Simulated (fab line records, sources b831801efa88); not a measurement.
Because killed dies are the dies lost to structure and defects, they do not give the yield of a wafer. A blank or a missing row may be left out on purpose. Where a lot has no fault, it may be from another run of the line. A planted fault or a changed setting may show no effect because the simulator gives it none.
fab line records    flow sky130
[record] lots = 5  wafers = 15  last_day = 50
route steps=708 shown SD_N@351 SALICIDE@361 LI_CONTACT@362 LOCAL_INTERCONNECT@387 PAD_OPEN@708
lots that met no fault: taken from a fault-free run of the same line
start_h: hours from the record's first day to the start of the lot's first wafer shown    wait_h: hours elapsed since this lot's preceding step    " repeats the value in the row above    L1.1+2: a single row standing in for several wafers    - no value, or no start was given    * or withheld: withheld    < > ~ a bound
route shown NAME@n: names a module that has steps shown in the file, with the first one's number in the route    usual: mean/standard deviation of fault-free wafers    same: alike in all rows    chamber/n: place in a boat    sites: the reading at each site    _std_site: the standard deviation of these    _edge_site: the outer-site mean with the inner-site mean subtracted    radius_mm: for every site, how far away it sits from the centre of the wafer    mask NAME#n: copy n    behind: tool/chamber where the wafer was last shaped    hold: why the lot went on hold/how many hours it stayed there/how the hold came to an end    device: which transistor (n, p or np) failed to switch    end of line: at the end of the route, the tests of the same wafers    a step with no rows: only its recipe    killed: the dies lost at the first sort to structure and to defects; this is not the yield of the wafer    map: a wafer's dies, marking killed ones x, the rest . and places with no die _
set.NAME: the run value of the setting; set.NAME@STEP: its run value at that earlier step    model.NAME: the simulator's own value behind a step, which no gauge read
a table for each step, a row for each wafer; lots at some steps of the route
services: when a tool's chamber went out of use (start_h, in hours from the record's first day, below 0 if earlier), for how many hours, and the reason
[[steps]]
[step SKY_SD_N_IMPLANT_09]
[recipe] species = As  energy_kev = 50  dose_cm2 = 4e+15  tilt_deg = 0
[step SKY_SD_N_IMPLANT_10]
[recipe] species = P  energy_kev = 20  dose_cm2 = 1e+14  tilt_deg = 0
[step SKY_SD_N_STRIP_11]
[recipe] chemistry = O2/N2  power_w = 1400  pressure_mtorr = 1500  platen_temp_c = withheld  o2_flow_sccm = 3000  n2_flow_sccm = 300  overash_fraction = 0.5
[step SKY_SD_N_CLEAN_13]
[recipe] chemistry = SC1/SC2  mix = 1:4:20  temp_c = 70  time_s = 150  dry = n2_spin
[step SKY_SD_N_RTA_14]
[recipe] temp_c = 1075  time_s = 2  idle_temp_c = 650  ramp_up_c_per_s = 150  ramp_down_c_per_s = 90  ambient = N2
[step SKY_SALICIDE_CLEAN_00]
[recipe] chemistry = HF-last  time_s = 30  dilution = 100:1  dry = ipa_marangoni
[step SKY_LI_CONTACT_HDPCVD_00]
[recipe] material = PSG  target_thk_nm = 930  sigma_open_frac = 0.3  time_s = 155  temp_c = 600  sih4_flow_sccm = 60  pressure_mtorr = 6
lot.wafer  tool       chamber  start_h  wait_h  model.PSG_of_LI_CONTACT_HDPCVD_00.thk_nm
L438.3     hdpcvd-02  0        705.64   0.0     929.7
L438.4     "          1        "        "       916.7
L438.6     "          0        "        "       428
L439.1     hdpcvd-02  0        718.83   0.0     420.1
L439.3     "          1        "        "       926.3
L439.4     "          0        "        "       931.1
L441.1     hdpcvd-02  1        738.28   0.0     409.9
L441.5     "          0        "        "       944.5
L441.6     "          1        "        "       422.3
L451.1     hdpcvd-02  2        809.98   0.0     924.4
L451.5     "          2        "        "       926
L451.6     "          0        "        "       927.4
L452.1     hdpcvd-02  2        811.97   0.0     926.5
L452.2     "          0        "        "       945
L452.3     "          1        "        "       924.8
[step SKY_LI_CONTACT_THK_MEAS_01]
[recipe] reads = PSG_of_LI_CONTACT_HDPCVD_00
[usual] LI_CONTACT_HDPCVD_THK = 926/9.2
lot.wafer  tool           chamber  start_h  wait_h  LI_CONTACT_HDPCVD_THK[nm]
L438.3     film_metro-04  -        705.77   0.1     930
L438.4     "              -        "        "       917
L438.6     "              -        "        "       428
L439.1     film_metro-02  -        718.98   0.1     420
L439.3     "              -        "        "       926
L439.4     "              -        "        "       932
L441.1     film_metro-04  -        738.38   0.1     410
L441.5     "              -        "        "       945
L441.6     "              -        "        "       422
L451.1     film_metro-04  -        810.08   0.1     925
L451.5     "              -        "        "       925
L451.6     "              -        "        "       928
L452.1     film_metro-03  -        812.08   0.1     926
L452.2     "              -        "        "       945
L452.3     "              -        "        "       924
[step SKY_LI_CONTACT_CMP_02]
[recipe] material = PSG  down_force_psi = 4  platen_rpm = 60  pad_velocity_m_s = 0.94248
[usual] motor_current_A = 12.5/1.5  time_to_endpoint_s = 30.9/2.3
lot.wafer  tool    chamber  start_h  wait_h  motor_current_A  time_to_endpoint_s
L438.4     cmp-02  3        705.86   0.1     13.8             30.1
L438.3     "       0        "        "       12.2             33.0
L438.6     "       3        "        "       14.4             6.4
L439.3     cmp-02  3        719.04   0.0     13.8             30.8
L439.4     "       0        "        "       11.9             32.8
L439.1     "       2        "        "       13.2             7.8
L441.1     cmp-02  2        738.59   0.2     13.0             4.8
L441.6     "       3        "        "       13.7             5.6
L441.5     "       0        "        "       11.9             35.2
L451.1     cmp-01  3        810.29   0.2     11.6             33.0
L451.6     "       0        "        "       13.5             31.3
L451.5     "       1        "        "       8.8              32.5
L452.2     cmp-01  1        812.22   0.1     8.9              34.7
L452.1     "       2        "        "       13.5             29.5
L452.3     "       3        "        "       11.9             33.7
[step SKY_LI_CONTACT_DEHYDRATE_04]
[recipe] temp_c = 200  time_s = 60
[step SKY_LI_CONTACT_HMDS_05]
[recipe] prime_time_s = 60  prime_temp_c = 120
[step SKY_LI_CONTACT_COAT_06]
[recipe] resist = BARC  temp_c = withheld  time_s = withheld  spin_rpm = 3000  resist_thk_nm = 60
[step SKY_LI_CONTACT_COAT_07]
[recipe] resist = KrF-thick  spin_rpm = 3000  resist_thk_nm = 450
[step SKY_LI_CONTACT_SOFTBAKE_08]
[recipe] temp_c = 100  time_s = 90  resist = KrF-thick
[step SKY_LI_CONTACT_EXPOSE_09]
[recipe] mask_id = LICM1  na = 0.8  source_shape = annular  sigma_inner = 0.55  sigma_outer = 0.85  target_cd_nm = 170  dose_mj = 38
[step SKY_LI_CONTACT_PEB_10]
[recipe] peb_temp_c = withheld  peb_time_s = withheld  resist = KrF-thick
[step SKY_LI_CONTACT_DEVELOP_11]
[recipe] develop_time_s = 60  resist = KrF-thick  dev_temp_c = 21
[step SKY_LI_CONTACT_ETCH_14]
[recipe] chemistry = N2/H2  target = BARC  ion_energy_ev = 200  source_w = 500  bias_w = 100  pressure_mtorr = 30  n2_flow_sccm = 100  h2_flow_sccm = 200  stop_on = SiO2  time_s = 45.9  target_depth_a = 600
[step SKY_LI_CONTACT_ETCH_15]
[recipe] target = PSG  chemistry = C4F8/O2/Ar  stop_on = Si  taper_deg = 4.15  mask_material = KrF-thick  source_w = 1500  bias_w = 1200  pressure_mtorr = 40  c4f8_flow_sccm = withheld  O2_flow_sccm = 6  Ar_flow_sccm = 300  time_s = withheld  target_depth_a = 6000
[usual] bias_w = 1200/3.6  oes_product_au = 0.836/0.0046
lot.wafer  tool         chamber  start_h  wait_h  bias_w  oes_product_au  model.etch.depth_nm  model.LI_CONTACT.feature_depth_nm
L438.3     rie_diel-02  1        733.79   0.0     1204    0.837           596.7                596.7
L438.4     "            2        "        "       1206    0.832           596.5                596.5
L438.6     "            3        "        "       1203    0.705           428                  428
L439.1     rie_diel-03  0        746.74   0.0     1203    0.701           420.1                420.1
L439.3     "            3        "        "       1202    0.836           596.6                596.6
L439.4     "            2        "        "       1198    0.844           596.3                596.3
L441.1     rie_diel-02  2        766.30   0.0     1201    0.689           409.9                409.9
L441.5     "            1        "        "       1195    0.830           596.9                596.9
L441.6     "            2        "        "       1204    0.704           422.3                422.3
L451.1     rie_diel-02  2        837.24   0.0     1202    0.840           597.3                597.3
L451.5     "            2        "        "       1202    0.844           597                  597
L451.6     "            1        "        "       1195    0.838           597.5                597.5
L452.1     rie_diel-02  2        839.93   0.0     1199    0.837           595.9                595.9
L452.2     "            3        "        "       1196    0.835           595.7                595.7
L452.3     "            1        "        "       1200    0.827           596.4                596.4
[step SKY_LI_CONTACT_STRIP_16]
[recipe] chemistry = O2/N2  power_w = 1400  pressure_mtorr = 1500  platen_temp_c = withheld  o2_flow_sccm = 3000  n2_flow_sccm = 300  overash_fraction = 0.5
[step SKY_LI_CONTACT_CLEAN_17]
[recipe] chemistry = NMP  time_s = 600  temp_c = 60  dry = n2_spin
[step SKY_LI_CONTACT_PRE_CLEAN_18]
[recipe] gas = Ar  time_s = 5.6  bias_v = 358
[step SKY_LI_CONTACT_SPUTTER_19]
[recipe] material = Ti  target_thk_nm = 20  chamber_pressure_pa = 5  power_w = 2500  substrate_temp_c = 200  time_s = 106.37
[step SKY_LI_CONTACT_SPUTTER_20]
[recipe] material = TiN  target_thk_nm = 20  chamber_pressure_pa = 5  power_w = 4000  time_s = 80
[step SKY_LI_CONTACT_CVD_21]
[recipe] material = W  target_thk_nm = 400  time_s = 120.56  temp_c = 400  pressure_torr = 40
[step SKY_LI_CONTACT_CMP_24]
[recipe] stop_on = PSG  t_overpolish_s = 20  down_force_psi = 3.5  platen_rpm = 60  target_thk_nm = 0  pad_velocity_m_s = 0.94248
[usual] motor_current_A = 11.5/1.3  overpolish_run_s = 19.999/0.0096  time_to_endpoint_s = 94/3.3
[same] t_overpolish_s = 20
lot.wafer  tool    chamber  start_h  wait_h  motor_current_A  overpolish_run_s  time_to_endpoint_s  model.PSG_of_LI_CONTACT_HDPCVD_00.thk_nm
L438.4     cmp-02  1        734.65   0.0     12.0             19.993            89                  587
L438.3     "       2        "        "       11.0             19.997            98                  587.2
L438.6     "       1        "        "       12.3             20.001            90                  418.5
L439.1     cmp-02  1        747.57   0.1     11.4             20.003            90                  410.6
L439.3     "       2        "        "       11.8             19.992            95                  587.1
L439.4     "       0        "        "       11.9             20.012            92                  586.8
L441.1     cmp-01  1        767.30   0.2     8.2              20.012            94                  400.5
L441.5     "       1        "        "       8.5              19.991            96                  587.4
L441.6     "       2        "        "       12.2             19.996            93                  412.9
L451.1     cmp-01  2        838.12   0.1     13.0             20.009            92                  587.8
L451.6     "       1        "        "       8.4              19.995            92                  588
L451.5     "       2        "        "       12.0             19.989            90                  587.5
L452.2     cmp-01  1        840.77   0.0     8.8              19.999            93                  586.3
L452.3     "       3        "        "       10.4             20.007            94                  586.9
L452.1     "       0        "        "       12.3             20.005            92                  586.5
[step SKY_LOCAL_INTERCONNECT_SPUTTER_00]
[recipe] material = TiN  target_thk_nm = 100  temp_c = 300  power_w = 6500  time_s = 83.3  chamber_pressure_pa = 0.4
[step SKY_PAD_OPEN_PROBE_99]
[usual] killed_at_M0_to_M3 = 43/7.7  killed_at_M4_up = 3.1/1.7  killed_at_contacts = 23/4.8  killed_at_front_end = 15/4.5  killed_at_other = 0.3/0.58  killed_dies = 85/10  killed_on_rim = 17/3.8  killed_open = 46/7.5  killed_short = 38/6.5
[same] gross_dies = 492  killed_at_back_side = 0
lot.wafer  tool       chamber  start_h  wait_h  killed_at_M0_to_M3  killed_at_M4_up  killed_at_contacts  killed_at_front_end  killed_at_other  killed_dies  killed_on_rim  killed_open  killed_short  model.etest.cap_li_to_poly.c_af_um2  model.etest.licon_pdiff.rc_ohm  model.etest.nfet_g5v0d10v5.r_on_ohm_um  model.etest.licon_high_po.rc_ohm  model.etest.nfet_01v8.r_on_ohm_um  model.etest.licon_ndiff.rc_ohm  model.etest.sonos_uncharged.r_on_ohm_um  model.etest.licon_poly.rc_ohm
L438.3     prober-02  -        1116.79  0.2     56                  7                25                  20                   0                108          19             71           36            99.45                                560.1                           1879                                    340.8                             851.3                              183.8                           824.1                                    146.1
L438.4     prober-02  -        1116.84  0.2     47                  5                26                  10                   0                88           21             49           38            101.2                                569.1                           1867                                    337.1                             847.4                              185.8                           815                                      156.2
L438.6     prober-02  -        1116.94  0.2     35                  1                25                  15                   0                76           15             39           35            198.2                                520.5                           1812                                    310.3                             807                                150.4                           774.3                                    132.4
L439.1     prober-01  -        1129.18  0.1     46                  2                31                  16                   0                95           20             56           39            205.7                                503.8                           1813                                    305.5                             807.5                              148.1                           791.2                                    128.4
L439.3     prober-01  -        1129.28  0.2     50                  2                15                  16                   0                83           17             45           38            101                                  585.4                           1889                                    355.9                             840.5                              178.8                           814.5                                    155.1
L439.4     prober-01  -        1129.33  0.2     47                  3                21                  10                   1                82           22             39           43            101                                  578.5                           1890                                    355.5                             864.9                              179.6                           813.7                                    144.7
L441.1     prober-01  -        1140.48  0.1     41                  3                29                  6                    2                81           11             39           41            230.9                                530.8                           1829                                    326.8                             812.7                              153.1                           793.8                                    132
L441.5     prober-01  -        1140.68  0.2     33                  3                16                  17                   0                69           13             31           38            101.6                                592.7                           1864                                    362.9                             816.2                              181.5                           807                                      152.4
L441.6     prober-01  -        1140.73  0.2     47                  3                29                  15                   0                94           22             57           37            210.1                                524.5                           1870                                    321.6                             804.2                              154                             787.3                                    135
L451.1     prober-02  -        1191.08  0.1     50                  0                22                  23                   1                96           14             51           45            99.36                                602.5                           1888                                    352.3                             824.3                              191.1                           808.5                                    149.5
L451.5     prober-02  -        1191.28  0.2     54                  5                26                  8                    0                93           18             46           46            101.1                                591.6                           1880                                    345.1                             819.1                              191.6                           808.1                                    153.8
L451.6     prober-02  -        1191.33  0.2     43                  5                22                  18                   0                88           18             48           40            102.8                                595.8                           1880                                    362.9                             817.9                              186.5                           805.7                                    152.7
L452.1     prober-01  -        1191.35  0.1     31                  2                17                  16                   0                66           15             30           36            102.5                                565.2                           1876                                    347.6                             814.2                              184.1                           831.1                                    155.6
L452.3     prober-01  -        1191.45  0.2     37                  2                19                  16                   0                74           11             36           38            102.4                                569.4                           1895                                    336.1                             835.9                              176.5                           822.6                                    146.4
// killed by level:class
L438.3 VIA2:geometric_particle:open=11 CONTACT:geometric_particle:open=10 LI_CONTACT:geometric_particle:open=9 VIA1:geometric_particle:open=9 METAL2:geometric_particle:short=9 VIA3:geometric_particle:open=9 FIELD_ISO:geometric_particle:open=6 POLY_GATE:geometric_particle:open=4
L438.4 CONTACT:geometric_particle:open=13 VIA1:geometric_particle:open=12 METAL2:geometric_particle:short=8 VIA3:geometric_particle:open=6 VIA2:geometric_particle:open=5 CONTACT:geometric_particle:short=4 LOCAL_INTERCONNECT:geometric_particle:short=4 VIA2:geometric_particle:short=4
L438.6 LI_CONTACT:geometric_particle:open=10 VIA1:geometric_particle:open=8 CONTACT:geometric_particle:open=7 METAL2:geometric_particle:short=6 CONTACT:geometric_particle:short=5 METAL1:geometric_particle:short=5 VIA3:geometric_particle:short=5 FIELD_ISO:geometric_particle:short=4
L439.1 VIA1:geometric_particle:open=12 CONTACT:geometric_particle:open=11 LI_CONTACT:geometric_particle:open=10 VIA2:geometric_particle:open=7 FIELD_ISO:geometric_particle:open=6 METAL1:geometric_particle:short=6 CONTACT:geometric_particle:short=5 VIA1:geometric_particle:short=5
L439.3 VIA2:geometric_particle:open=10 VIA1:geometric_particle:open=9 FIELD_ISO:geometric_particle:open=6 METAL1:geometric_particle:short=6 METAL2:geometric_particle:short=6 LI_CONTACT:geometric_particle:open=5 VIA3:geometric_particle:open=5 LI_CONTACT:geometric_particle:short=4
L439.4 VIA1:geometric_particle:open=11 VIA1:geometric_particle:short=9 LI_CONTACT:geometric_particle:open=7 VIA3:geometric_particle:open=7 CONTACT:geometric_particle:open=5 METAL2:geometric_particle:short=5 VIA3:geometric_particle:short=5 FIELD_ISO:geometric_particle:short=4
L441.1 LI_CONTACT:geometric_particle:open=9 VIA1:geometric_particle:open=9 CONTACT:geometric_particle:open=8 VIA3:geometric_particle:short=8 LOCAL_INTERCONNECT:geometric_particle:short=5 VIA3:geometric_particle:open=5 METAL2:geometric_particle:short=4 CONTACT:geometric_particle:short=4
L441.5 METAL2:geometric_particle:short=9 CONTACT:geometric_particle:open=5 METAL1:geometric_particle:short=5 POLY_GATE:geometric_particle:open=4 LOCAL_INTERCONNECT:geometric_particle:short=4 VIA3:geometric_particle:short=4 FIELD_ISO:geometric_particle:open=3 METAL2:geometric_particle:open=3
L441.6 VIA1:geometric_particle:open=14 CONTACT:geometric_particle:open=13 VIA2:geometric_particle:open=9 LI_CONTACT:geometric_particle:short=6 LI_CONTACT:geometric_particle:open=6 METAL2:geometric_particle:short=6 POLY_GATE:geometric_particle:open=4 VIA1:geometric_particle:short=4
L451.1 VIA3:geometric_particle:open=10 VIA1:geometric_particle:open=10 FIELD_ISO:geometric_particle:short=8 CONTACT:geometric_particle:open=8 POLY_GATE:geometric_particle:short=6 METAL1:geometric_particle:short=5 LI_CONTACT:geometric_particle:short=5 VIA1:geometric_particle:short=5
L451.5 VIA1:geometric_particle:open=15 CONTACT:geometric_particle:open=12 METAL2:geometric_particle:short=8 VIA3:geometric_particle:open=8 LI_CONTACT:geometric_particle:short=7 METAL1:geometric_particle:short=6 CONTACT:geometric_particle:short=5 VIA1:geometric_particle:short=5
L451.6 METAL1:geometric_particle:short=10 CONTACT:geometric_particle:open=9 VIA1:geometric_particle:open=8 LI_CONTACT:geometric_particle:open=7 VIA2:geometric_particle:open=6 FIELD_ISO:geometric_particle:open=5 POLY_GATE:geometric_particle:open=5 POLY_GATE:geometric_particle:short=4
L452.1 VIA1:geometric_particle:open=7 LI_CONTACT:geometric_particle:open=6 METAL2:geometric_particle:short=6 METAL1:geometric_particle:short=5 VIA3:geometric_particle:short=5 CONTACT:geometric_particle:open=5 VIA3:geometric_particle:open=4 FIELD_ISO:geometric_particle:short=3
L452.3 CONTACT:geometric_particle:open=6 METAL2:geometric_particle:short=6 FIELD_ISO:geometric_particle:short=5 LI_CONTACT:geometric_particle:open=5 VIA2:geometric_particle:open=5 VIA3:geometric_particle:open=5 FIELD_ISO:geometric_particle:open=4 CONTACT:geometric_particle:short=4
[[services]]
tool         chamber  start_h  hours  kind
rie_diel-03  0        695.91   18.8   repair
cmp-01       -        706.03   0.3    repair
hdpcvd-02    2        715.74   3.6    repair
cmp-01       -        744.26   4.0    pm
cmp-01       -        748.26   -      consumable_replace:conditioner
cmp-01       -        748.26   -      consumable_replace:pad
cmp-02       -        754.58   13.4   pm
cmp-01       -        768.22   3.5    pm
rie_diel-02  1        777.06   2.8    repair
cmp-02       -        779.32   2.6    repair
rie_diel-02  1        779.86   -      clean
rie_diel-02  1        779.86   26.6   scheduled_down
rie_diel-02  1        779.86   26.6   vent_cycle
cmp-01       -        792.67   9.6    pm
rie_diel-03  1        822.14   2.9    repair
rie_diel-02  -        829.29   2.8    pm
rie_diel-03  1        830.01   5.3    repair
[[key]]
[first_sign] step = SKY_LI_CONTACT_THK_MEAS_01  reading = LI_CONTACT_HDPCVD_THK  direction = down  sigmas = 55  usual = 926  struck = 420
[effect] step = SKY_LI_CONTACT_CMP_02  reading = time_to_endpoint_s  direction = down  sigmas = 11  usual = *  struck = *
[effect] step = SKY_LI_CONTACT_ETCH_15  reading = oes_product_au  direction = down  sigmas = 29  usual = 0.836  struck = 0.700
[model_effect] step = SKY_LI_CONTACT_HDPCVD_00  value = PSG_of_LI_CONTACT_HDPCVD_00.thk_nm  without = 927.7  struck = 420.1
[model_effect] step = SKY_LI_CONTACT_ETCH_15  value = etch.depth_nm  without = 597.1  struck = 420.1
[model_effect] step = SKY_LI_CONTACT_CMP_24  value = PSG_of_LI_CONTACT_HDPCVD_00.thk_nm  without = 587.7  struck = 410.6
[model_effect] step = SKY_PAD_OPEN_PROBE_99  value = etest.cap_li_to_poly.c_af_um2  without = 102.1  struck = 211.2
met_at SKY_LI_CONTACT_HDPCVD_00
struck_wafers L438.6,L439.1,L441.1,L441.6
tester_left_out L438,L439,L441
[fault] kind = process_parameter_drift  tool = hdpcvd-02  chamber = -  onset_h = 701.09  steps = SKY_LI_CONTACT_HDPCVD_00  channel = target_thk_nm  offset = -507.6  shape = step  end_h = 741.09  scope = struck_wafers_only  acts_in = these_recipes_only  stated = 930
// tester_left_out: of these lots the tester's yield and bins aren't shown, on N5 and GAA mostly nor the transistor test; their killed dies are dies lost to structure and defects alone, not to doping, threshold or leakage, so they don't give the yield
